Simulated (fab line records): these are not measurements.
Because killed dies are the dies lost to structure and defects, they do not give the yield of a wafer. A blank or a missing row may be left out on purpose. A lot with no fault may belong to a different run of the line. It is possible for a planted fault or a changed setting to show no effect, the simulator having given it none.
What tool caused it?    flow sky130    13 lots with 39 wafers sampled at 4 steps, on a route of 708 steps

== WHAT EACH GAUGE READ, for each wafer ==
SKY_VIA3_BOW_MEAS_03. Usual: VIA3_BOW gives 78 um (standard deviation 7.1).
lot   measured      on             VIA3_BOW (um)  flag
L993  day 38 18:25  film-metro-01  82 70 80       
L994  day 39 00:51  film-metro-01  78 87 84       
L102  day 41 13:06  film-metro-01  86 86 77       
L104  day 42 01:21  film-metro-02  71 71 79       
L105  day 42 08:59  film-metro-01  90 82 78       
L106  day 42 16:55  film-metro-03  70 67 76       
L107  day 42 20:35  film-metro-01  78 86 78       
L110  day 43 19:33  film-metro-01  66 81 72       
L111  day 43 21:21  film-metro-01  80 77 56       
L112  day 44 07:28  film-metro-03  86 87 78       
L113  day 44 11:50  film-metro-02  69 77 76       
L114  day 44 23:19  film-metro-01  78 73 68       
L116  day 45 15:30  film-metro-01  82 61 69       

== EACH LOT AND THE TOOL THAT RAN IT (in order: tool; ch and the chambers of the sampled wafers; start) ==
lot   SKY_LDD_N_IMPLANT_12             SKY_METAL3_SPUTTER_01         SKY_CAPM_METAL_ETCH_13
L993  implanter-03 ch 0, day 17 20:14  pvd-sputter-03, day 36 13:47  rie-metal-01 ch 1, day 37 14:53
L994  implanter-04 ch 0, day 18 05:11  pvd-sputter-02, day 36 19:50  rie-metal-04 ch 0,1, day 37 21:46
L102  implanter-03 ch 0, day 21 06:40  pvd-sputter-02, day 39 09:44  rie-metal-02 ch 0,1, day 40 10:35
L104  implanter-03 ch 0, day 21 22:38  pvd-sputter-02, day 39 21:12  rie-metal-01 ch 0,1, day 40 22:49
L105  implanter-02 ch 0, day 22 07:09  pvd-sputter-01, day 40 05:55  rie-metal-02 ch 0,1, day 41 06:02
L106  implanter-04 ch 0, day 22 20:18  pvd-sputter-02, day 40 13:50  rie-metal-04 ch 0,1, day 41 14:42
L107  implanter-02 ch 0, day 23 03:53  pvd-sputter-03, day 40 18:40  rie-metal-02 ch 1, day 41 18:56
L110  implanter-03 ch 0, day 24 04:11  pvd-sputter-02, day 41 18:00  rie-metal-04 ch 0,1, day 42 17:41
L111  implanter-04 ch 0, day 24 08:28  pvd-sputter-02, day 41 20:48  rie-metal-02 ch 0,1, day 42 20:01
L112  implanter-03 ch 0, day 24 18:50  pvd-sputter-02, day 42 06:38  rie-metal-02 ch 0,1, day 43 06:20
L113  implanter-03 ch 0, day 25 01:17  pvd-sputter-01, day 42 10:47  rie-metal-02 ch 0,1, day 43 10:32
L114  implanter-03 ch 0, day 25 17:29  pvd-sputter-01, day 42 22:52  rie-metal-01 ch 0,1, day 43 22:08
L116  implanter-03 ch 0, day 26 17:50  pvd-sputter-01, day 43 17:19  rie-metal-02 ch 0,1, day 44 15:30
- SKY_LDD_N_IMPLANT_12
- SKY_METAL3_SPUTTER_01: material TiN, target thk 20 nm, time 16.7 s.
- SKY_CAPM_METAL_ETCH_13: etches TiN in Cl2/BCl3, stops on SiO2, target depth 220 nm, time 62.9 s.

== WHAT THE TOOLS THEMSELVES READ (means of the sampled wafers that have a number; where no wafer has one, the mark that the record gives instead) ==
SKY_LDD_N_IMPLANT_12. Usual: beam-on-s 10.03 s, standard deviation 0.2; dose-ions-cm2 4.999e+12, standard deviation 4.6e+09; rotation-deg 0.001 degrees, standard deviation 0.02.
lot   tool          beam-on-s (s)  dose-ions-cm2  rotation-deg (degrees)  flag
L993  implanter-03  9.97           5.000e+12      -0.024                  
L994  implanter-04  9.99           4.994e+12      -0.007                  
L102  implanter-03  10.05          5.005e+12      63.365                  OFF
L104  implanter-03  9.89           4.999e+12      63.395                  OFF
L105  implanter-02  10.12          5.008e+12      -0.006                  
L106  implanter-04  9.83           4.993e+12      0.006                   
L107  implanter-02  9.91           4.996e+12      0.019                   
L110  implanter-03  10.07          4.993e+12      -0.017                  
L111  implanter-04  9.95           5.000e+12      0.016                   
L112  implanter-03  9.93           4.995e+12      0.017                   
L113  implanter-03  9.99           4.997e+12      -0.010                  
L114  implanter-03  10.07          5.001e+12      -0.001                  
L116  implanter-03  10.03          4.996e+12      -0.019                  

SKY_METAL3_SPUTTER_01. Usual: throttle-valve-pct reads 30.0 % (standard deviation 1.4).
lot   tool            throttle-valve-pct (%)  flag
L993  pvd-sputter-03  30.2                    
L994  pvd-sputter-02  30.7                    
L102  pvd-sputter-02  30.8                    
L104  pvd-sputter-02  30.9                    
L105  pvd-sputter-01  29.5                    
L106  pvd-sputter-02  30.6                    
L107  pvd-sputter-03  31.2                    
L110  pvd-sputter-02  30.9                    
L111  pvd-sputter-02  31.0                    
L112  pvd-sputter-02  30.3                    
L113  pvd-sputter-01  28.7                    
L114  pvd-sputter-01  28.5                    
L116  pvd-sputter-01  28.6                    

SKY_CAPM_METAL_ETCH_13. Usual: drypump-motor-current-A 5.9 A, standard deviation 0.4; he-backside-leak-sccm 3.28 sccm, standard deviation 0.22; oes-product-au 0.942 a.u., standard deviation 0.0092; throttle-valve-pct 21.901 %, standard deviation 0.0086.
lot   tool          drypump-motor-current-A (A)  he-backside-leak-sccm (sccm)  oes-product-au (a.u.)  throttle-valve-pct (%)  flag
L993  rie-metal-01  5.6                          3.15                          0.946                  21.900                  
L994  rie-metal-04  6.0                          3.40                          0.936                  21.896                  
L102  rie-metal-02  5.7                          3.24                          0.949                  21.907                  
L104  rie-metal-01  5.7                          2.99                          0.944                  21.902                  
L105  rie-metal-02  5.7                          3.41                          0.933                  21.907                  
L106  rie-metal-04  6.0                          3.39                          0.937                  21.900                  
L107  rie-metal-02  5.5                          3.29                          0.942                  21.902                  
L110  rie-metal-04  6.4                          3.42                          0.944                  21.895                  
L111  rie-metal-02  5.7                          3.33                          0.950                  21.897                  
L112  rie-metal-02  5.6                          3.19                          0.937                  21.905                  
L113  rie-metal-02  5.6                          3.44                          0.950                  21.898                  
L114  rie-metal-01  5.9                          3.12                          0.944                  21.890                  
L116  rie-metal-02  5.7                          3.26                          0.939                  21.902                  

== THE ANSWER, worked out from the rows above alone ==
Rule: a lot is off if the mean of its wafers that have a number lies more than 3 standard deviations from the usual mean. A lot without any number at a reading at which 4 lots or more have one is off too. Where the step has rows for the other lots, those lots are counted as sound. After the gauges, taken in route order, come the tools' own readings; for these a lot's mean is taken, as printed above. At the first step where some lot is off, the reading lying furthest off is the one used; lots without a number count as furthest.
Off: L102, L104, at SKY_LDD_N_IMPLANT_12 (rotation-deg).
A tool fits if, at that step or a process step before it, it ran every lot that is off, and no sound lot after the first of them. None of those tried fits.

== WHAT THE SIMULATOR PUT IN ==
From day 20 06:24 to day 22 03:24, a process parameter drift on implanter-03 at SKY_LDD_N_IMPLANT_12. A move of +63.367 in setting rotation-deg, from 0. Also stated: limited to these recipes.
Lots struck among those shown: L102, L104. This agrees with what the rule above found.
